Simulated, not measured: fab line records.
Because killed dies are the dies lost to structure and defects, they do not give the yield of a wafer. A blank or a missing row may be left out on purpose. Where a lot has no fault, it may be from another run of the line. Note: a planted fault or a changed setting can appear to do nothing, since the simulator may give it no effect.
fab line records :: flow sky130 :: part 2 of 2: steps 31 to 41 of 41
[record]
  lots = 5
  wafers = 15
  last_day = 49
route steps=708 shown SONOS_TUNNEL@167 SONOS_ONO@168 GATE_OXIDE@187 POLY_GATE@204 RES_PROTECT@206
lots that met no fault: from a run of the same line without faults
start_h: hours from the record's opening day to when the first of the lot's shown wafers began :: wait_h: hours from the lot's prior step to this one :: " as in the row above :: L1.1+2: one row covering several wafers at once :: - value missing, or start not given :: * or withheld: withheld :: < > ~ a bound
route shown NAME@n: NAME is a module with steps in the file, n the number in the route of the first one :: usual: mean/standard deviation of fault-free wafers :: same: alike in all rows :: chamber/n: place in a boat :: sites: each site's reading :: _std_site: the standard deviation of these :: _edge_site: outer sites' mean less inner sites' :: radius_mm: how far each site lies from the wafer's centre :: mask NAME#n: copy n :: behind: the last tool/chamber to shape the wafer :: hold: reason for holding the lot/hours on hold/outcome of the hold :: device: which transistor (n, p or np) failed to switch :: end of line: at the end of the route, the tests of the same wafers :: a step without rows: its recipe alone :: killed: dies lost to structure and defects at the first sort, not the wafer's yield :: map: shows each die of a wafer: x if killed, . if not, _ if none is there
set.NAME: the run value of the setting; set.NAME@STEP: its run value at that earlier step :: model.NAME: the simulator's own value behind a step, which no gauge read
certain route steps with their lots: each step a table, each wafer a row
services: the hour from which a tool's chamber was out of use, counted from the record's first day as start_h (under 0 if before that day), plus the number of hours and why
[[steps]]
[step SKY_GATE_OXIDE_OVL_MEAS_10]
[usual]
  GATE_OXIDE_OVL = 0.3/1.4
lot.wafer: L076.3
tool: overlay-01
chamber: -
start_h: 326.28
wait_h: 0.1
GATE_OXIDE_OVL[nm]: -0.9

lot.wafer: L076.5
tool: overlay-01
chamber: -
start_h: 326.28
wait_h: 0.1
GATE_OXIDE_OVL[nm]: -1.3

lot.wafer: L076.6
tool: overlay-01
chamber: -
start_h: 326.28
wait_h: 0.1
GATE_OXIDE_OVL[nm]: -0.2

lot.wafer: L077.1
tool: overlay-01
chamber: -
start_h: 326.56
wait_h: 0.1
GATE_OXIDE_OVL[nm]: 1.3

lot.wafer: L077.3
tool: overlay-01
chamber: -
start_h: 326.56
wait_h: 0.1
GATE_OXIDE_OVL[nm]: 2.3

lot.wafer: L077.6
tool: overlay-01
chamber: -
start_h: 326.56
wait_h: 0.1
GATE_OXIDE_OVL[nm]: 1.6

lot.wafer: L078.1
tool: overlay-02
chamber: -
start_h: 331.71
wait_h: 0.1
GATE_OXIDE_OVL[nm]: -1.9

lot.wafer: L078.2
tool: overlay-02
chamber: -
start_h: 331.71
wait_h: 0.1
GATE_OXIDE_OVL[nm]: -1.3

lot.wafer: L078.5
tool: overlay-02
chamber: -
start_h: 331.71
wait_h: 0.1
GATE_OXIDE_OVL[nm]: -2.3

lot.wafer: L087.1
tool: overlay-01
chamber: -
start_h: 419.55
wait_h: 0.1
GATE_OXIDE_OVL[nm]: 0.2

lot.wafer: L087.3
tool: overlay-01
chamber: -
start_h: 419.55
wait_h: 0.1
GATE_OXIDE_OVL[nm]: 2.5

lot.wafer: L087.4
tool: overlay-01
chamber: -
start_h: 419.55
wait_h: 0.1
GATE_OXIDE_OVL[nm]: 1.8

lot.wafer: L090.1
tool: overlay-01
chamber: -
start_h: 446.91
wait_h: 0.1
GATE_OXIDE_OVL[nm]: -1.6

lot.wafer: L090.2
tool: overlay-01
chamber: -
start_h: 446.91
wait_h: 0.1
GATE_OXIDE_OVL[nm]: 1.9

lot.wafer: L090.5
tool: overlay-01
chamber: -
start_h: 446.91
wait_h: 0.1
GATE_OXIDE_OVL[nm]: -0.1
[step SKY_GATE_OXIDE_IMPLANT_11]
[recipe]
  species = B
  energy_kev = 10
  dose_cm2 = 2.6e+12
  tilt_deg = withheld
[usual]
  beam_on_s = 10.01/0.19
[same]
  implant_ion_amu = 11
lot.wafer: L076.3
tool: implanter-01
chamber: 0
start_h: 326.35
wait_h: 0.1
beam_on_s: 10.11

lot.wafer: L076.5
tool: implanter-01
chamber: 0
start_h: 326.35
wait_h: 0.1
beam_on_s: 9.87

lot.wafer: L076.6
tool: implanter-01
chamber: 0
start_h: 326.35
wait_h: 0.1
beam_on_s: 10.09

lot.wafer: L077.1
tool: implanter-02
chamber: 0
start_h: 326.60
wait_h: 0.0
beam_on_s: 9.81

lot.wafer: L077.3
tool: implanter-02
chamber: 0
start_h: 326.60
wait_h: 0.0
beam_on_s: 9.79

lot.wafer: L077.6
tool: implanter-02
chamber: 0
start_h: 326.60
wait_h: 0.0
beam_on_s: 9.74

lot.wafer: L078.1
tool: implanter-03
chamber: 0
start_h: 331.75
wait_h: 0.0
beam_on_s: 10.29

lot.wafer: L078.2
tool: implanter-03
chamber: 0
start_h: 331.75
wait_h: 0.0
beam_on_s: 9.92

lot.wafer: L078.5
tool: implanter-03
chamber: 0
start_h: 331.75
wait_h: 0.0
beam_on_s: 10.05

lot.wafer: L087.1
tool: implanter-01
chamber: 0
start_h: 419.59
wait_h: 0.0
beam_on_s: 9.92

lot.wafer: L087.3
tool: implanter-01
chamber: 0
start_h: 419.59
wait_h: 0.0
beam_on_s: 9.83

lot.wafer: L087.4
tool: implanter-01
chamber: 0
start_h: 419.59
wait_h: 0.0
beam_on_s: 9.91

lot.wafer: L090.1
tool: implanter-01
chamber: 0
start_h: 446.95
wait_h: 0.0
beam_on_s: 10.01

lot.wafer: L090.2
tool: implanter-01
chamber: 0
start_h: 446.95
wait_h: 0.0
beam_on_s: 10.18

lot.wafer: L090.5
tool: implanter-01
chamber: 0
start_h: 446.95
wait_h: 0.0
beam_on_s: 10.34
[step SKY_GATE_OXIDE_WET_ETCH_12]
[recipe]
  chemistry = dHF
  target_depth_nm = 16.8
  dry = n2_spin
  target = SiO2
  dilution = 100:1
  temp_c = 25
  time_s = 336
[same]
  time_s = 336
lot.wafer: L076.3+5+6
tool: wet_bench-04
chamber: 3
start_h: 326.45
wait_h: 0.1

lot.wafer: L077.1+3+6
tool: wet_bench-02
chamber: 1
start_h: 326.75
wait_h: 0.1

lot.wafer: L078.1+2+5
tool: wet_bench-04
chamber: 3
start_h: 331.90
wait_h: 0.1

lot.wafer: L087.1+3+4
tool: wet_bench-02
chamber: 2
start_h: 419.74
wait_h: 0.1

lot.wafer: L090.1+2+5
tool: wet_bench-02
chamber: 2
start_h: 447.10
wait_h: 0.1
[step SKY_GATE_OXIDE_STRIP_13]
[recipe]
  chemistry = O2/N2
  power_w = 1400
  pressure_mtorr = 1500
  platen_temp_c = withheld
  o2_flow_sccm = 3000
  n2_flow_sccm = 300
  overash_fraction = 0.5
[usual]
  chamber_pressure_mTorr = 1500.1/1.3
  drypump_motor_current_A = 5.40/0.24
  oes_product_au = 0.716/0.0042
  strip_time_to_endpoint_s = 14.20/0.042
lot.wafer: L076.3
tool: plasma_asher-01
chamber: 1
start_h: 326.59
wait_h: 0.0
chamber_pressure_mTorr: 1498.7
drypump_motor_current_A: 5.31
oes_product_au: 0.718
rf_hours_counter_h: -
strip_time_to_endpoint_s: 14.20

lot.wafer: L076.5
tool: plasma_asher-01
chamber: 1
start_h: 326.59
wait_h: 0.0
chamber_pressure_mTorr: 1501.0
drypump_motor_current_A: 5.36
oes_product_au: 0.715
rf_hours_counter_h: -
strip_time_to_endpoint_s: 14.22

lot.wafer: L076.6
tool: plasma_asher-01
chamber: 0
start_h: 326.59
wait_h: 0.0
chamber_pressure_mTorr: 1500.6
drypump_motor_current_A: 5.23
oes_product_au: 0.718
rf_hours_counter_h: -
strip_time_to_endpoint_s: 14.13

lot.wafer: L077.1
tool: plasma_asher-03
chamber: 0
start_h: 326.86
wait_h: 0.0
chamber_pressure_mTorr: 1498.6
drypump_motor_current_A: 4.84
oes_product_au: 0.721
rf_hours_counter_h: 65
strip_time_to_endpoint_s: 14.22

lot.wafer: L077.3
tool: plasma_asher-03
chamber: 0
start_h: 326.86
wait_h: 0.0
chamber_pressure_mTorr: 1498.0
drypump_motor_current_A: 4.85
oes_product_au: 0.715
rf_hours_counter_h: -
strip_time_to_endpoint_s: 14.27

lot.wafer: L077.6
tool: plasma_asher-03
chamber: 1
start_h: 326.86
wait_h: 0.0
chamber_pressure_mTorr: 1500.2
drypump_motor_current_A: 5.85
oes_product_au: 0.713
rf_hours_counter_h: -
strip_time_to_endpoint_s: 14.19

lot.wafer: L078.1
tool: plasma_asher-04
chamber: 1
start_h: 332.00
wait_h: 0.0
chamber_pressure_mTorr: 1498.8
drypump_motor_current_A: 5.43
oes_product_au: 0.716
rf_hours_counter_h: 22
strip_time_to_endpoint_s: 14.12

lot.wafer: L078.2
tool: plasma_asher-04
chamber: 0
start_h: 332.00
wait_h: 0.0
chamber_pressure_mTorr: 1501.3
drypump_motor_current_A: 5.57
oes_product_au: 0.718
rf_hours_counter_h: 22
strip_time_to_endpoint_s: 14.17

lot.wafer: L078.5
tool: plasma_asher-04
chamber: 0
start_h: 332.00
wait_h: 0.0
chamber_pressure_mTorr: 1497.4
drypump_motor_current_A: 5.60
oes_product_au: 0.722
rf_hours_counter_h: -
strip_time_to_endpoint_s: 14.13

lot.wafer: L087.1
tool: plasma_asher-01
chamber: 1
start_h: 419.85
wait_h: 0.0
chamber_pressure_mTorr: 1500.3
drypump_motor_current_A: 5.35
oes_product_au: 0.709
rf_hours_counter_h: 72
strip_time_to_endpoint_s: 14.16

lot.wafer: L087.3
tool: plasma_asher-01
chamber: 0
start_h: 419.85
wait_h: 0.0
chamber_pressure_mTorr: 1499.8
drypump_motor_current_A: 5.24
oes_product_au: 0.717
rf_hours_counter_h: -
strip_time_to_endpoint_s: 14.14

lot.wafer: L087.4
tool: plasma_asher-01
chamber: 1
start_h: 419.85
wait_h: 0.0
chamber_pressure_mTorr: 1500.1
drypump_motor_current_A: 5.32
oes_product_au: 0.712
rf_hours_counter_h: -
strip_time_to_endpoint_s: 14.13

lot.wafer: L090.1
tool: plasma_asher-04
chamber: 0
start_h: 447.20
wait_h: 0.0
chamber_pressure_mTorr: 1500.8
drypump_motor_current_A: 5.58
oes_product_au: 0.724
rf_hours_counter_h: 33
strip_time_to_endpoint_s: 14.18

lot.wafer: L090.2
tool: plasma_asher-04
chamber: 1
start_h: 447.20
wait_h: 0.0
chamber_pressure_mTorr: 1500.7
drypump_motor_current_A: 5.40
oes_product_au: 0.707
rf_hours_counter_h: 33
strip_time_to_endpoint_s: 14.22

lot.wafer: L090.5
tool: plasma_asher-04
chamber: 1
start_h: 447.20
wait_h: 0.0
chamber_pressure_mTorr: 1501.2
drypump_motor_current_A: 5.43
oes_product_au: 0.711
rf_hours_counter_h: -
strip_time_to_endpoint_s: 14.24
[step SKY_GATE_OXIDE_TW_MEAS_14]
[usual]
  GATE_OXIDE_TW = 224.3/0.96
lot.wafer: L076.3
tool: film_metro-04
chamber: -
start_h: 326.67
wait_h: 0.1
GATE_OXIDE_TW: 224.5

lot.wafer: L076.5
tool: film_metro-04
chamber: -
start_h: 326.67
wait_h: 0.1
GATE_OXIDE_TW: 223.6

lot.wafer: L076.6
tool: film_metro-04
chamber: -
start_h: 326.67
wait_h: 0.1
GATE_OXIDE_TW: 223.7

lot.wafer: L077.1
tool: film_metro-01
chamber: -
start_h: 326.96
wait_h: 0.1
GATE_OXIDE_TW: 224.8

lot.wafer: L077.3
tool: film_metro-01
chamber: -
start_h: 326.96
wait_h: 0.1
GATE_OXIDE_TW: 224.8

lot.wafer: L077.6
tool: film_metro-01
chamber: -
start_h: 326.96
wait_h: 0.1
GATE_OXIDE_TW: 223.9

lot.wafer: L078.1
tool: film_metro-02
chamber: -
start_h: 332.10
wait_h: 0.1
GATE_OXIDE_TW: 223.4

lot.wafer: L078.2
tool: film_metro-02
chamber: -
start_h: 332.10
wait_h: 0.1
GATE_OXIDE_TW: 225.0

lot.wafer: L078.5
tool: film_metro-02
chamber: -
start_h: 332.10
wait_h: 0.1
GATE_OXIDE_TW: 224.4

lot.wafer: L087.1
tool: film_metro-02
chamber: -
start_h: 419.95
wait_h: 0.1
GATE_OXIDE_TW: 224.0

lot.wafer: L087.3
tool: film_metro-02
chamber: -
start_h: 419.95
wait_h: 0.1
GATE_OXIDE_TW: 223.7

lot.wafer: L087.4
tool: film_metro-02
chamber: -
start_h: 419.95
wait_h: 0.1
GATE_OXIDE_TW: 222.0

lot.wafer: L090.1
tool: film_metro-04
chamber: -
start_h: 447.30
wait_h: 0.1
GATE_OXIDE_TW: 225.3

lot.wafer: L090.2
tool: film_metro-04
chamber: -
start_h: 447.30
wait_h: 0.1
GATE_OXIDE_TW: 225.1

lot.wafer: L090.5
tool: film_metro-04
chamber: -
start_h: 447.30
wait_h: 0.1
GATE_OXIDE_TW: 224.0
[step SKY_GATE_OXIDE_CLEAN_15]
[recipe]
  chemistry = SC1/SC2
  mix = 1:4:20
  temp_c = 70
  time_s = 150
  dry = n2_spin
[usual]
  bath_guard_temp_C = 69.7/0.39
[same]
  time_s = 150
lot.wafer: L076.3
tool: wet_bench-04
chamber: 2
start_h: 326.71
wait_h: 0.0
bath_guard_temp_C: 70.1

lot.wafer: L076.5
tool: wet_bench-04
chamber: 2
start_h: 326.71
wait_h: 0.0
bath_guard_temp_C: 69.9

lot.wafer: L076.6
tool: wet_bench-04
chamber: 2
start_h: 326.71
wait_h: 0.0
bath_guard_temp_C: 70.2

lot.wafer: L077.1
tool: wet_bench-01
chamber: 1
start_h: 327.02
wait_h: 0.1
bath_guard_temp_C: 69.6

lot.wafer: L077.3
tool: wet_bench-01
chamber: 1
start_h: 327.02
wait_h: 0.1
bath_guard_temp_C: 69.6

lot.wafer: L077.6
tool: wet_bench-01
chamber: 1
start_h: 327.02
wait_h: 0.1
bath_guard_temp_C: 69.7

lot.wafer: L078.1
tool: wet_bench-02
chamber: 0
start_h: 332.16
wait_h: 0.1
bath_guard_temp_C: 69.3

lot.wafer: L078.2
tool: wet_bench-02
chamber: 0
start_h: 332.16
wait_h: 0.1
bath_guard_temp_C: 69.3

lot.wafer: L078.5
tool: wet_bench-02
chamber: 0
start_h: 332.16
wait_h: 0.1
bath_guard_temp_C: 69.4

lot.wafer: L087.1
tool: wet_bench-02
chamber: 0
start_h: 420.01
wait_h: 0.1
bath_guard_temp_C: 69.7

lot.wafer: L087.3
tool: wet_bench-02
chamber: 0
start_h: 420.01
wait_h: 0.1
bath_guard_temp_C: 69.6

lot.wafer: L087.4
tool: wet_bench-02
chamber: 0
start_h: 420.01
wait_h: 0.1
bath_guard_temp_C: 69.7

lot.wafer: L090.1
tool: wet_bench-04
chamber: 1
start_h: 447.36
wait_h: 0.1
bath_guard_temp_C: 69.9

lot.wafer: L090.2
tool: wet_bench-04
chamber: 1
start_h: 447.36
wait_h: 0.1
bath_guard_temp_C: 69.8

lot.wafer: L090.5
tool: wet_bench-04
chamber: 1
start_h: 447.36
wait_h: 0.1
bath_guard_temp_C: 69.7
[step SKY_GATE_OXIDE_OXIDATION_16]
[recipe]
  temp_c = 800
  ambient = O2
  idle_temp_c = 700
  ramp_up_c_per_min = 10
  ramp_down_c_per_min = 3
  stabilise_s = 600
  purge_s = 300
  target_thk_a = 35.7
  ox_time_s = 1915
[usual]
  ox_temp_c = 800.0/0.37
  zone_power_upper_pct = 13.5/0.69
lot.wafer: L076.3
tool: furnace-01
chamber: 0
start_h: 328.01
wait_h: 1.3
ox_temp_c: 799.5
zone_power_upper_pct: 12.9

lot.wafer: L076.5
tool: furnace-01
chamber: 0
start_h: 328.01
wait_h: 1.3
ox_temp_c: 799.7
zone_power_upper_pct: 13.0

lot.wafer: L076.6
tool: furnace-01
chamber: 0
start_h: 328.01
wait_h: 1.3
ox_temp_c: 799.5
zone_power_upper_pct: 12.8

lot.wafer: L077.1
tool: furnace-01
chamber: 0
start_h: 328.01
wait_h: 0.9
ox_temp_c: 800.2
zone_power_upper_pct: 12.4

lot.wafer: L077.3
tool: furnace-01
chamber: 0
start_h: 328.01
wait_h: 0.9
ox_temp_c: 800.2
zone_power_upper_pct: 12.7

lot.wafer: L077.6
tool: furnace-01
chamber: 0
start_h: 328.01
wait_h: 0.9
ox_temp_c: 800.5
zone_power_upper_pct: 12.9

lot.wafer: L078.1
tool: furnace-02
chamber: 0
start_h: 332.79
wait_h: 0.6
ox_temp_c: 799.8
zone_power_upper_pct: 14.0

lot.wafer: L078.2
tool: furnace-02
chamber: 0
start_h: 332.79
wait_h: 0.6
ox_temp_c: 799.8
zone_power_upper_pct: 14.0

lot.wafer: L078.5
tool: furnace-02
chamber: 0
start_h: 332.79
wait_h: 0.6
ox_temp_c: 799.5
zone_power_upper_pct: 13.8

lot.wafer: L087.1
tool: furnace-01
chamber: 0
start_h: 420.55
wait_h: 0.5
ox_temp_c: 800.1
zone_power_upper_pct: 12.8

lot.wafer: L087.3
tool: furnace-01
chamber: 0
start_h: 420.55
wait_h: 0.5
ox_temp_c: 799.5
zone_power_upper_pct: 12.8

lot.wafer: L087.4
tool: furnace-01
chamber: 0
start_h: 420.55
wait_h: 0.5
ox_temp_c: 799.9
zone_power_upper_pct: 12.8

lot.wafer: L090.1
tool: furnace-01
chamber: 0
start_h: 447.41
wait_h: 0.0
ox_temp_c: 799.5
zone_power_upper_pct: 12.8

lot.wafer: L090.2
tool: furnace-01
chamber: 0
start_h: 447.41
wait_h: 0.0
ox_temp_c: 800.1
zone_power_upper_pct: 12.6

lot.wafer: L090.5
tool: furnace-01
chamber: 0
start_h: 447.41
wait_h: 0.0
ox_temp_c: 799.7
zone_power_upper_pct: 12.8
[step SKY_POLY_GATE_CVD_00]
[recipe]
  material = poly-Si
  target_thk_nm = 180
  temp_c = 620
  time_s = 720
  pressure_mtorr = 200
[usual]
  zone_power_upper_pct = 8.1/0.32
[same]
  time_s = 720
lot.wafer: L076.3
tool: lpcvd-01
chamber: 1
start_h: 329.55
wait_h: 0.0
zone_power_upper_pct: 7.9

lot.wafer: L076.5
tool: lpcvd-01
chamber: 1
start_h: 329.55
wait_h: 0.0
zone_power_upper_pct: 7.8

lot.wafer: L076.6
tool: lpcvd-01
chamber: 1
start_h: 329.55
wait_h: 0.0
zone_power_upper_pct: 7.8

lot.wafer: L077.1
tool: lpcvd-01
chamber: 0
start_h: 329.55
wait_h: 0.0
zone_power_upper_pct: 8.3

lot.wafer: L077.3
tool: lpcvd-01
chamber: 0
start_h: 329.55
wait_h: 0.0
zone_power_upper_pct: 8.4

lot.wafer: L077.6
tool: lpcvd-01
chamber: 0
start_h: 329.55
wait_h: 0.0
zone_power_upper_pct: 8.6

lot.wafer: L078.1
tool: lpcvd-01
chamber: 1
start_h: 334.32
wait_h: 0.0
zone_power_upper_pct: 7.9

lot.wafer: L078.2
tool: lpcvd-01
chamber: 1
start_h: 334.32
wait_h: 0.0
zone_power_upper_pct: 7.8

lot.wafer: L078.5
tool: lpcvd-01
chamber: 1
start_h: 334.32
wait_h: 0.0
zone_power_upper_pct: 7.7

lot.wafer: L087.1
tool: lpcvd-01
chamber: 1
start_h: 422.08
wait_h: 0.0
zone_power_upper_pct: 7.8

lot.wafer: L087.3
tool: lpcvd-01
chamber: 1
start_h: 422.08
wait_h: 0.0
zone_power_upper_pct: 7.7

lot.wafer: L087.4
tool: lpcvd-01
chamber: 1
start_h: 422.08
wait_h: 0.0
zone_power_upper_pct: 7.7

lot.wafer: L090.1
tool: lpcvd-01
chamber: 0
start_h: 483.33
wait_h: 34.4
zone_power_upper_pct: 8.3

lot.wafer: L090.2
tool: lpcvd-01
chamber: 0
start_h: 483.33
wait_h: 34.4
zone_power_upper_pct: 8.5

lot.wafer: L090.5
tool: lpcvd-01
chamber: 0
start_h: 483.33
wait_h: 34.4
zone_power_upper_pct: 8.2
[step SKY_POLY_GATE_THK_MEAS_01]
[recipe]
  reads = poly-Si_of_POLY_GATE_CVD_00
[usual]
  POLY_GATE_CVD_00_THK = 180.1/1.5
lot.wafer: L077.1
tool: film_metro-01
chamber: -
start_h: 330.75
wait_h: 0.0
POLY_GATE_CVD_00_THK[nm]: 179.7

lot.wafer: L077.3
tool: film_metro-01
chamber: -
start_h: 330.75
wait_h: 0.0
POLY_GATE_CVD_00_THK[nm]: 179.0

lot.wafer: L077.6
tool: film_metro-01
chamber: -
start_h: 330.75
wait_h: 0.0
POLY_GATE_CVD_00_THK[nm]: 179.0

lot.wafer: L076.3
tool: film_metro-03
chamber: -
start_h: 330.77
wait_h: 0.0
POLY_GATE_CVD_00_THK[nm]: 180.5

lot.wafer: L076.5
tool: film_metro-03
chamber: -
start_h: 330.77
wait_h: 0.0
POLY_GATE_CVD_00_THK[nm]: 180.9

lot.wafer: L076.6
tool: film_metro-03
chamber: -
start_h: 330.77
wait_h: 0.0
POLY_GATE_CVD_00_THK[nm]: 181.0

lot.wafer: L078.1
tool: film_metro-01
chamber: -
start_h: 335.52
wait_h: 0.0
POLY_GATE_CVD_00_THK[nm]: 180.8

lot.wafer: L078.2
tool: film_metro-01
chamber: -
start_h: 335.52
wait_h: 0.0
POLY_GATE_CVD_00_THK[nm]: 180.7

lot.wafer: L078.5
tool: film_metro-01
chamber: -
start_h: 335.52
wait_h: 0.0
POLY_GATE_CVD_00_THK[nm]: 181.7

lot.wafer: L087.1
tool: film_metro-01
chamber: -
start_h: 423.28
wait_h: 0.0
POLY_GATE_CVD_00_THK[nm]: 177.5

lot.wafer: L087.3
tool: film_metro-01
chamber: -
start_h: 423.28
wait_h: 0.0
POLY_GATE_CVD_00_THK[nm]: 177.8

lot.wafer: L087.4
tool: film_metro-01
chamber: -
start_h: 423.28
wait_h: 0.0
POLY_GATE_CVD_00_THK[nm]: 179.8

lot.wafer: L090.1
tool: film_metro-01
chamber: -
start_h: 484.53
wait_h: 0.0
POLY_GATE_CVD_00_THK[nm]: 180.5

lot.wafer: L090.2
tool: film_metro-01
chamber: -
start_h: 484.53
wait_h: 0.0
POLY_GATE_CVD_00_THK[nm]: 181.1

lot.wafer: L090.5
tool: film_metro-01
chamber: -
start_h: 484.53
wait_h: 0.0
POLY_GATE_CVD_00_THK[nm]: 182.0
[step SKY_RES_PROTECT_DEHYDRATE_00]
[recipe]
  temp_c = 200
  time_s = 60
[same]
  time_s = 60
lot.wafer: L076.3+5+6
tool: litho_track-04
chamber: 0
start_h: 343.50
wait_h: 12.7

lot.wafer: L077.1+3+6
tool: litho_track-02
chamber: 0
start_h: 343.56
wait_h: 12.8

lot.wafer: L078.1+2+5
tool: litho_track-03
chamber: 0
start_h: 348.30
wait_h: 12.8

lot.wafer: L087.1+3+4
tool: litho_track-02
chamber: 0
start_h: 436.26
wait_h: 13.0

lot.wafer: L090.1+2+5
tool: litho_track-02
chamber: 0
start_h: 499.86
wait_h: 15.3
[step SKY_RES_PROTECT_HMDS_01]
[recipe]
  prime_time_s = 60
  prime_temp_c = 120
lot.wafer: L076.3+5+6
tool: litho_track-04
chamber: 0
start_h: 343.65
wait_h: 0.1

lot.wafer: L077.1+3+6
tool: litho_track-02
chamber: 0
start_h: 343.71
wait_h: 0.1

lot.wafer: L078.1+2+5
tool: litho_track-03
chamber: 0
start_h: 348.45
wait_h: 0.1

lot.wafer: L087.1+3+4
tool: litho_track-02
chamber: 0
start_h: 436.41
wait_h: 0.1

lot.wafer: L090.1+2+5
tool: litho_track-02
chamber: 0
start_h: 500.01
wait_h: 0.1
[[services]]
tool: plasma_asher-01
chamber: -
start_h: 247.52
hours: 18.3
kind: repair

tool: furnace-01
chamber: -
start_h: 263.13
hours: 2.6
kind: pm

tool: furnace-02
chamber: -
start_h: 266.74
hours: 4.8
kind: pm

tool: wet_bench-02
chamber: -
start_h: 278.36
hours: 1.3
kind: repair

tool: furnace-02
chamber: -
start_h: 318.17
hours: 3.2
kind: pm

tool: iline_stepper-02
chamber: -
start_h: 345.12
hours: 1.7
kind: pm

tool: lpcvd-01
chamber: -
start_h: 347.83
hours: 6.1
kind: pm

tool: iline_stepper-01
chamber: -
start_h: 371.91
hours: 1.7
kind: pm

tool: lpcvd-01
chamber: -
start_h: 385.56
hours: 2.8
kind: pm

tool: wet_bench-02
chamber: -
start_h: 395.38
hours: 4.6
kind: repair

tool: furnace-01
chamber: -
start_h: 408.42
hours: 3.8
kind: pm

tool: wet_bench-01
chamber: -
start_h: 411.09
hours: 46.6
kind: pm

tool: iline_stepper-01
chamber: -
start_h: 416.61
hours: 8.9
kind: pm

tool: iline_stepper-02
chamber: -
start_h: 418.34
hours: 6.9
kind: repair

tool: plasma_asher-01
chamber: -
start_h: 421.25
hours: 9.0
kind: pm

tool: iline_stepper-02
chamber: -
start_h: 429.19
hours: 18.5
kind: repair

tool: furnace-02
chamber: -
start_h: 432.81
hours: 5.1
kind: pm

tool: lpcvd-01
chamber: -
start_h: 440.63
hours: 14.6
kind: pm

tool: lpcvd-01
chamber: -
start_h: 455.23
hours: 28.1
kind: pm

tool: lpcvd-02
chamber: -
start_h: 465.84
hours: 6.0
kind: pm

tool: wet_bench-01
chamber: -
start_h: 474.21
hours: 0.6
kind: repair

tool: wet_bench-01
chamber: -
start_h: 491.62
hours: 10.7
kind: repair

tool: iline_stepper-02
chamber: -
start_h: 491.98
hours: 2.7
kind: repair

tool: lpcvd-02
chamber: -
start_h: 498.07
hours: 4.0
kind: repair
